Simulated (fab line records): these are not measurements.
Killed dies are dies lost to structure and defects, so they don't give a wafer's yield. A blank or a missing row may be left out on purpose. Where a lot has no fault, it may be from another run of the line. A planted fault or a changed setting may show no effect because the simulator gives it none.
fab line records	flow gf180mcu
record lots=15	wafers=42	last_day=34
route steps=602 shown V3@446 M4@458
lots untouched by any fault: they come from a run of this same line in which no faults occurred
start_h: the number of hours between the record's first day and the start of the first shown wafer of the lot	wait_h: hours since the lot's step before	" the same as in the row above	L1.1+2: one row covering several wafers at once	- no value, or no start was given	* or withheld: withheld	< > ~ a bound
route shown NAME@n: a module of which the file shows steps, and the number in the route of the first	usual: average and standard deviation across the fault-free wafers	same: alike in all rows	chamber/n: place in a boat	sites: per-site readings	_std_site: how widely they spread, as a standard deviation	_edge_site: inner sites' mean taken away from outer sites' mean	radius_mm: for every site, how far away it sits from the centre of the wafer	mask NAME#n: copy n	behind: the tool/chamber that last shaped the wafer	hold: the reason the lot was held/the length of the hold in hours/how it ended	device: whichever transistor did not switch (one of n, p or np)	end of line: the same wafers' tests at the end of the route	for a step that has no rows: nothing shown but its recipe	killed: at the first sort, the dies lost to defects and structure; wafer yield is something else	map: a wafer's dies, x killed, . not, _ none there
set.NAME: setting as actually run; set.NAME@STEP: the setting as run at that earlier step	model.NAME: the simulator's own value behind a step, which no gauge read
the route's steps for a sample of lots (tables are steps, rows are wafers)
services: a tool's chamber out of use, with start hour (start_h, from the record's first day; less than 0 if before it), hours out, and reason
## steps
# step GF_V3_ETCH_17
# recipe chemistry=C4F8/O2/Ar	mask_material=KrF	target=SiO2	stop_on=TiN	source_w=1500	bias_w=1200	pressure_mtorr=40	c4f8_flow_sccm=withheld	O2_flow_sccm=6	Ar_flow_sccm=300	time_s=withheld	target_depth_a=6350
# usual oes_product_au=0.856/0.0048
lot.wafer	tool	chamber	start_h	wait_h	oes_product_au
L617.1	rie_diel-02	2	-	-	0.857
L617.2	"	1	"	"	0.851
L617.5	"	0	"	"	0.853
L618.1	rie_diel-03	3	-	-	0.849
L618.4	"	1	"	"	0.864
L618.6	"	0	"	"	0.852
L619.3	rie_diel-03	3	-	-	0.864
L619.4	"	2	"	"	0.854
L619.5	"	2	"	"	0.856
L621.1	rie_diel-01	3	-	-	0.854
L621.5	"	2	"	"	0.857
L621.6	"	3	"	"	0.856
L622.2	rie_diel-02	3	-	-	0.862
L622.4	"	2	"	"	0.860
L622.5	"	1	"	"	0.860
L623.2	rie_diel-03	1	-	-	0.860
L623.4	"	2	"	"	0.859
L623.5	"	0	"	"	0.852
L624.3	rie_diel-02	2	-	-	0.851
L624.4	"	1	"	"	0.854
L624.5	"	3	"	"	0.869
L625.3	rie_diel-01	0	-	-	0.852
L625.4	"	3	"	"	0.852
L625.6	"	3	"	"	0.858
L626.1	rie_diel-01	1	-	-	0.853
L626.4	"	3	"	"	0.855
L626.6	"	0	"	"	0.854
L631.1	rie_diel-03	1	-	-	0.853
L631.6	"	1	"	"	0.855
L633.1	rie_diel-01	3	-	-	0.860
L633.6	"	2	"	"	0.848
L634.1	rie_diel-02	1	-	-	0.863
L634.4	"	0	"	"	0.857
L637.1	rie_diel-03	3	-	-	0.850
L637.2	"	2	"	"	0.848
L637.3	"	1	"	"	0.851
L638.4	rie_diel-01	1	-	-	0.859
L638.5	"	0	"	"	0.848
L638.6	"	3	"	"	0.854
L640.1	rie_diel-03	0	-	-	0.850
L640.3	"	3	"	"	0.855
L640.4	"	1	"	"	0.853
# step GF_V3_STRIP_18
# recipe chemistry=O2/N2	power_w=1400	pressure_mtorr=1500	platen_temp_c=250	o2_flow_sccm=3000	n2_flow_sccm=300	overash_fraction=0.5
# usual drypump_motor_current_A=5.4/0.31	heater_power_w=334/17	oes_product_au=0.593/0.005
lot.wafer	tool	chamber	start_h	wait_h	drypump_motor_current_A	heater_power_w	oes_product_au	rf_hours_counter_h
L617.1	plasma_asher-02	1	513.72	-	5.0	309	0.599	42
L617.2	"	0	"	"	5.6	361	0.605	42
L617.5	"	0	"	"	5.6	352	0.595	-
L618.1	plasma_asher-03	1	516.62	-	5.3	327	0.594	70
L618.4	"	0	"	"	5.9	346	0.598	-
L618.6	"	0	"	"	5.8	352	0.600	-
L619.3	plasma_asher-02	0	523.14	-	5.6	357	0.599	-
L619.4	"	1	"	"	5.0	310	0.590	-
L619.5	"	0	"	"	5.6	353	0.589	-
L621.1	plasma_asher-02	0	549.81	-	5.6	356	0.598	45
L621.5	"	1	"	"	5.0	306	0.588	-
L621.6	"	0	"	"	5.6	360	0.595	-
L622.2	plasma_asher-02	1	558.64	-	5.0	311	0.595	46
L622.4	"	0	"	"	5.6	356	0.588	-
L622.5	"	0	"	"	5.6	354	0.587	-
L623.2	plasma_asher-02	1	562.52	-	5.0	307	0.596	47
L623.4	"	0	"	"	5.6	358	0.594	-
L623.5	"	1	"	"	5.0	314	0.605	-
L624.3	plasma_asher-02	1	583.01	-	5.0	311	0.600	-
L624.4	"	0	"	"	5.6	361	0.587	-
L624.5	"	0	"	"	5.6	363	0.599	-
L625.3	plasma_asher-03	0	583.19	-	5.8	332	0.592	-
L625.4	"	1	"	"	5.3	326	0.596	-
L625.6	"	1	"	"	5.2	338	0.592	-
L626.1	plasma_asher-03	0	590.76	-	5.9	335	0.596	78
L626.4	"	1	"	"	5.3	336	0.600	-
L626.6	"	1	"	"	5.3	330	0.600	-
L631.1	plasma_asher-03	0	625.86	-	5.8	343	0.585	82
L631.6	"	1	"	"	5.3	321	0.589	-
L633.1	plasma_asher-03	0	639.47	-	5.8	342	0.595	84
L633.6	"	0	"	"	5.8	338	0.598	-
L634.1	plasma_asher-02	1	650.19	-	5.0	312	0.598	55
L634.4	"	1	"	"	5.0	306	0.593	-
L637.1	plasma_asher-04	1	678.57	-	5.8	336	0.592	19
L637.2	"	0	"	"	5.3	334	0.599	19
L637.3	"	0	"	"	5.4	327	0.599	-
L638.4	plasma_asher-03	1	682.02	-	5.3	331	0.591	-
L638.5	"	1	"	"	5.3	325	0.592	-
L638.6	"	0	"	"	5.8	333	0.602	-
L640.1	plasma_asher-03	0	690.36	-	5.8	337	0.589	91
L640.3	"	1	"	"	5.3	323	0.589	-
L640.4	"	0	"	"	5.8	339	0.590	-
# step GF_M4_SPUTTER_02
# recipe material=AlCu	target_thk_nm=450	power_w=10600	time_s=23.9	chamber_pressure_pa=0.4
# usual throttle_valve_pct=29.8/1
lot.wafer	tool	chamber	start_h	wait_h	throttle_valve_pct
L617.1	pvd_sputter-01	-	515.12	0.0	28.6
L617.2	"	-	"	"	28.7
L617.5	"	-	"	"	30.4
L618.1	pvd_sputter-04	-	518.01	0.0	29.6
L618.4	"	-	"	"	30.6
L618.6	"	-	"	"	29.5
L619.3	pvd_sputter-04	-	524.48	0.0	29.4
L619.4	"	-	"	"	29.9
L619.5	"	-	"	"	29.7
L621.1	pvd_sputter-04	-	551.26	0.0	31.0
L621.5	"	-	"	"	29.9
L621.6	"	-	"	"	30.7
L622.2	pvd_sputter-03	-	560.00	0.0	28.2
L622.4	"	-	"	"	30.2
L622.5	"	-	"	"	29.5
L623.2	pvd_sputter-04	-	563.91	0.0	29.5
L623.4	"	-	"	"	30.4
L623.5	"	-	"	"	29.5
L624.3	pvd_sputter-03	-	584.36	0.0	31.4
L624.4	"	-	"	"	28.3
L624.5	"	-	"	"	29.5
L625.3	pvd_sputter-04	-	584.51	0.0	30.8
L625.4	"	-	"	"	30.7
L625.6	"	-	"	"	30.6
L626.1	pvd_sputter-01	-	592.12	0.0	30.7
L626.4	"	-	"	"	27.5
L626.6	"	-	"	"	28.8
L631.1	pvd_sputter-03	-	627.22	0.0	29.6
L631.6	"	-	"	"	29.7
L633.1	pvd_sputter-03	-	640.84	0.0	29.6
L633.6	"	-	"	"	29.7
L634.1	pvd_sputter-03	-	651.55	0.0	29.7
L634.4	"	-	"	"	31.5
L637.1	pvd_sputter-04	-	679.93	0.0	29.9
L637.2	"	-	"	"	30.7
L637.3	"	-	"	"	29.4
L638.4	pvd_sputter-04	-	684.85	0.0	29.4
L638.5	"	-	"	"	30.7
L638.6	"	-	"	"	29.2
L640.1	pvd_sputter-04	-	691.83	0.0	30.8
L640.3	"	-	"	"	30.8
L640.4	"	-	"	"	29.4
# step GF_M4_RS_MEAS_05
# recipe thk_meas_gauge=four-point-probe	reads=TiN_of_M4_SPUTTER_04+Ti_of_M4_SPUTTER_03+AlCu_of_M4_SPUTTER_02+TiN_of_M4_SPUTTER_01+Ti_of_M4_SPUTTER_00
# usual M4_ALCU_RS=0.0696/0.00093
lot.wafer	tool	chamber	start_h	wait_h	M4_ALCU_RS[ohm/sq]
L617.1	film_metro-03	-	515.21	0.0	0.0713
L617.2	"	-	"	"	0.0704
L617.5	"	-	"	"	0.0703
L618.1	film_metro-01	-	518.10	0.0	0.0697
L618.4	"	-	"	"	0.0684
L618.6	"	-	"	"	0.0698
L619.3	film_metro-03	-	524.61	0.1	0.0684
L619.4	"	-	"	"	0.0682
L619.5	"	-	"	"	0.0686
L621.1	film_metro-02	-	551.35	0.0	0.0686
L621.5	"	-	"	"	0.0689
L621.6	"	-	"	"	0.0703
L622.2	film_metro-02	-	560.11	0.0	0.0686
L622.4	"	-	"	"	0.0686
L622.5	"	-	"	"	0.0685
L623.2	film_metro-03	-	564.02	0.0	0.0706
L623.4	"	-	"	"	0.0695
L623.5	"	-	"	"	0.0706
L624.3	film_metro-01	-	584.49	0.1	0.0703
L624.4	"	-	"	"	0.0700
L624.5	"	-	"	"	0.0697
L625.3	film_metro-02	-	584.65	0.1	0.0704
L625.4	"	-	"	"	0.0690
L625.6	"	-	"	"	0.0686
L626.1	film_metro-02	-	592.21	0.0	0.0692
L626.4	"	-	"	"	0.0694
L626.6	"	-	"	"	0.0702
L631.1	film_metro-03	-	627.31	0.0	0.0848
L631.6	"	-	"	"	0.0687
L633.1	film_metro-03	-	640.93	0.0	0.0865
L633.6	"	-	"	"	0.0701
L634.1	film_metro-03	-	651.64	0.0	0.0864
L634.4	"	-	"	"	0.0698
L637.1	film_metro-03	-	680.02	0.0	0.0686
L637.2	"	-	"	"	0.0684
L637.3	"	-	"	"	0.0698
L638.4	film_metro-03	-	685.00	0.1	0.0703
L638.5	"	-	"	"	0.0707
L638.6	"	-	"	"	0.0709
L640.1	film_metro-02	-	691.92	0.0	0.0676
L640.3	"	-	"	"	0.0691
L640.4	"	-	"	"	0.0686
# step GF_M4_THK_MEAS_06
# recipe thk_meas_gauge=xrf	reads=AlCu_of_M4_SPUTTER_02
# usual M4_ALCU_THK=451/7.5
lot.wafer	tool	chamber	start_h	wait_h	M4_ALCU_THK[nm]
L617.1	film_metro-03	-	515.33	0.1	444
L617.2	"	-	"	"	448
L617.5	"	-	"	"	447
L618.1	film_metro-01	-	518.22	0.1	450
L618.4	"	-	"	"	456
L618.6	"	-	"	"	450
L619.3	film_metro-03	-	524.71	0.1	458
L619.4	"	-	"	"	458
L619.5	"	-	"	"	457
L621.1	film_metro-02	-	551.47	0.1	458
L621.5	"	-	"	"	458
L621.6	"	-	"	"	448
L622.2	film_metro-02	-	560.22	0.1	459
L622.4	"	-	"	"	460
L622.5	"	-	"	"	463
L623.2	film_metro-03	-	564.13	0.1	442
L623.4	"	-	"	"	448
L623.5	"	-	"	"	440
L624.3	film_metro-01	-	584.59	0.1	451
L624.4	"	-	"	"	450
L624.5	"	-	"	"	451
L625.3	film_metro-02	-	584.75	0.1	450
L625.4	"	-	"	"	458
L625.6	"	-	"	"	459
L626.1	film_metro-02	-	592.33	0.1	456
L626.4	"	-	"	"	455
L626.6	"	-	"	"	449
L631.1	film_metro-03	-	627.43	0.1	369
L631.6	"	-	"	"	452
L633.1	film_metro-03	-	641.05	0.1	362
L633.6	"	-	"	"	444
L634.1	film_metro-03	-	651.76	0.1	360
L634.4	"	-	"	"	444
L637.1	film_metro-03	-	680.14	0.1	455
L637.2	"	-	"	"	455
L637.3	"	-	"	"	448
L638.4	film_metro-03	-	685.09	0.1	444
L638.5	"	-	"	"	443
L638.6	"	-	"	"	441
L640.1	film_metro-02	-	692.04	0.1	469
L640.3	"	-	"	"	458
L640.4	"	-	"	"	460
# step GF_M4_OVL_MEAS_15
# usual M4_OVL=3/5.7
lot.wafer	tool	chamber	start_h	wait_h	M4_OVL[nm]
L617.1	overlay-01	-	537.83	0.1	7
L617.2	"	-	"	"	3
L617.5	"	-	"	"	11
L618.1	overlay-01	-	541.44	0.1	11
L618.4	"	-	"	"	8
L618.6	"	-	"	"	4
L619.3	overlay-02	-	546.79	0.1	6
L619.4	"	-	"	"	5
L619.5	"	-	"	"	5
L621.1	overlay-02	-	572.43	0.1	7
L621.5	"	-	"	"	3
L621.6	"	-	"	"	2
L622.2	overlay-02	-	581.38	0.1	5
L622.4	"	-	"	"	-4
L622.5	"	-	"	"	11
L623.2	overlay-02	-	586.05	0.1	6
L623.4	"	-	"	"	7
L623.5	"	-	"	"	12
L624.3	overlay-02	-	605.24	0.1	-6
L624.4	"	-	"	"	-4
L624.5	"	-	"	"	-6
L625.3	overlay-02	-	606.01	0.1	-6
L625.4	"	-	"	"	2
L625.6	"	-	"	"	2
L626.1	overlay-02	-	613.12	0.1	3
L626.4	"	-	"	"	3
L626.6	"	-	"	"	4
L631.1	overlay-01	-	648.13	0.1	20
L631.6	"	-	"	"	4
L633.1	overlay-02	-	659.97	0.1	-1
L633.6	"	-	"	"	-4
L634.1	overlay-01	-	679.07	0.1	2
L634.4	"	-	"	"	9
L637.1	overlay-02	-	698.63	0.1	-6
L637.2	"	-	"	"	5
L637.3	"	-	"	"	3
L638.4	overlay-02	-	702.91	0.1	9
L638.5	"	-	"	"	6
L638.6	"	-	"	"	5
L640.1	overlay-02	-	710.29	0.1	4
L640.3	"	-	"	"	1
L640.4	"	-	"	"	-2
# step GF_M4_METAL_ETCH_16
# recipe chemistry=Cl2/BCl3	mask_material=KrF	target_depth_nm=627.5	stop_on=SiO2	pressure_mtorr=8	icp_w=800	bias_w=140	Cl2_flow_sccm=80	bcl3_flow_sccm=40	time_s=104.6
# usual drypump_motor_current_A=5.7/0.57	he_backside_leak_sccm=3.4/0.32	oes_product_au=0.971/0.0073	throttle_valve_pct=28.250/0.011
lot.wafer	tool	chamber	start_h	wait_h	drypump_motor_current_A	he_backside_leak_sccm	oes_product_au	rf_hours_counter_h	throttle_valve_pct
L617.1	rie_metal-03	1	537.86	0.0	6.5	3.3	0.961	7	28.260
L617.2	"	0	"	"	5.3	3.4	0.968	2	28.265
L617.5	"	0	"	"	5.3	3.3	0.961	-	28.256
L618.1	rie_metal-03	1	541.48	0.0	6.5	3.2	0.974	7	28.259
L618.4	"	1	"	"	6.5	3.2	0.975	-	28.255
L618.6	"	0	"	"	5.3	3.5	0.971	-	28.245
L619.3	rie_metal-01	1	546.89	0.1	6.0	3.1	0.979	-	28.243
L619.4	"	1	"	"	6.0	3.1	0.979	-	28.232
L619.5	"	1	"	"	6.0	2.9	0.987	-	28.249
L621.1	rie_metal-01	1	572.46	0.0	6.0	3.0	0.975	0	28.242
L621.5	"	1	"	"	6.0	3.1	0.983	-	28.247
L621.6	"	0	"	"	4.8	3.5	0.972	-	28.251
L622.2	rie_metal-01	1	581.41	0.0	6.0	3.1	0.981	0	28.242
L622.4	"	0	"	"	4.8	3.5	0.976	-	28.249
L622.5	"	0	"	"	4.9	3.6	0.976	-	28.252
L623.2	rie_metal-03	0	586.08	0.0	5.3	3.6	0.968	3	28.275
L623.4	"	1	"	"	6.5	3.3	0.971	-	28.245
L623.5	"	1	"	"	6.5	3.3	0.969	-	28.260
L624.3	rie_metal-04	0	605.30	0.1	5.4	3.5	0.966	-	28.245
L624.4	"	1	"	"	5.5	3.4	0.970	-	28.268
L624.5	"	1	"	"	5.5	3.3	0.972	-	28.236
L625.3	rie_metal-03	0	606.08	0.1	5.3	3.4	0.964	-	28.263
L625.4	"	1	"	"	6.6	3.2	0.974	-	28.242
L625.6	"	0	"	"	5.3	3.6	0.978	-	28.255
L626.1	rie_metal-01	1	613.16	0.0	6.0	3.3	0.976	1	28.234
L626.4	"	0	"	"	4.8	3.6	0.972	-	28.253
L626.6	"	1	"	"	6.0	3.3	0.963	-	28.247
L631.1	rie_metal-04	1	648.16	0.0	5.6	3.3	0.900	7	28.327
L631.6	"	0	"	"	5.4	3.4	0.977	-	28.258
L633.1	rie_metal-04	0	660.01	0.0	5.3	3.5	0.889	1	28.328
L633.6	"	0	"	"	5.4	3.4	0.969	-	28.271
L634.1	rie_metal-01	0	679.11	0.0	4.9	3.5	0.883	11	28.351
L634.4	"	0	"	"	4.9	3.5	0.976	-	28.253
L637.1	rie_metal-01	1	698.66	0.0	6.0	3.2	0.984	4	28.238
L637.2	"	0	"	"	4.9	3.5	0.985	12	28.246
L637.3	"	1	"	"	6.0	3.2	0.973	-	28.244
L638.4	rie_metal-03	1	702.97	0.0	6.6	3.3	0.967	-	28.270
L638.5	"	1	"	"	6.6	3.2	0.961	-	28.271
L638.6	"	0	"	"	5.3	3.6	0.966	-	28.266
L640.1	rie_metal-03	1	710.33	0.0	6.5	3.4	0.984	12	28.235
L640.3	"	1	"	"	6.6	3.3	0.976	-	28.238
L640.4	"	0	"	"	5.3	3.5	0.976	-	28.244
## services
tool	chamber	start_h	hours	kind
rie_diel-02	1	493.73	11.9	repair
rie_metal-01	0	505.66	12.5	repair
rie_diel-03	2	507.89	10.9	repair
plasma_asher-03	-	509.75	0.5	repair
rie_metal-01	0	528.05	20.9	repair
pvd_sputter-01	-	528.28	6.5	repair
rie_diel-02	-	541.36	1.0	repair
rie_diel-01	1	542.22	11.3	repair
pvd_sputter-04	-	544.21	2.5	repair
pvd_sputter-03	-	546.44	6.0	repair
rie_diel-02	0	570.49	12.4	repair
rie_diel-02	3	585.53	8.2	repair
rie_diel-01	2	596.18	3.5	repair
rie_metal-04	-	599.17	2.8	pm
rie_diel-02	-	602.07	0.3	repair
plasma_asher-02	-	607.08	4.0	repair
plasma_asher-03	-	616.49	0.5	repair
rie_diel-01	-	620.79	0.3	repair
plasma_asher-02	-	634.77	12.7	repair
rie_metal-03	1	636.88	6.1	repair
rie_metal-01	-	644.03	6.1	repair
rie_diel-03	0	648.54	4.7	repair
rie_metal-04	-	692.72	14.6	pm
pvd_sputter-04	-	704.40	7.2	repair
## key
first_sign step=GF_M4_RS_MEAS_05	reading=M4_ALCU_RS	direction=up	sigmas=18	usual=0.0696	struck=0.0859
effect step=GF_M4_THK_MEAS_06	reading=M4_ALCU_THK	direction=down	sigmas=12	usual=451	struck=364
effect step=GF_M4_METAL_ETCH_16	reading=oes_product_au	direction=down	sigmas=11	usual=0.971	struck=0.891
met_at GF_M4_SPUTTER_02
struck_lots L631,L633,L634
struck_wafers L631.1,L633.1,L634.1
sort_left_out L633.1,L634.1
not_acting_at GF_V3_ETCH_17,GF_V3_STRIP_18,GF_M4_OVL_MEAS_15
onset_between 584.36 627.22
fault kind=process_parameter_drift	tool=pvd_sputter-03	chamber=-	onset_h=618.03	steps=GF_M4_SPUTTER_02	channel=time_s	offset=*	shape=step	end_h=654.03	scope=struck_wafers_only	acts_in=*	stated=*
# sort_left_out: the simulated sort isn't trusted on such a fault, so these wafers' sort isn't shown, and their yield isn't known
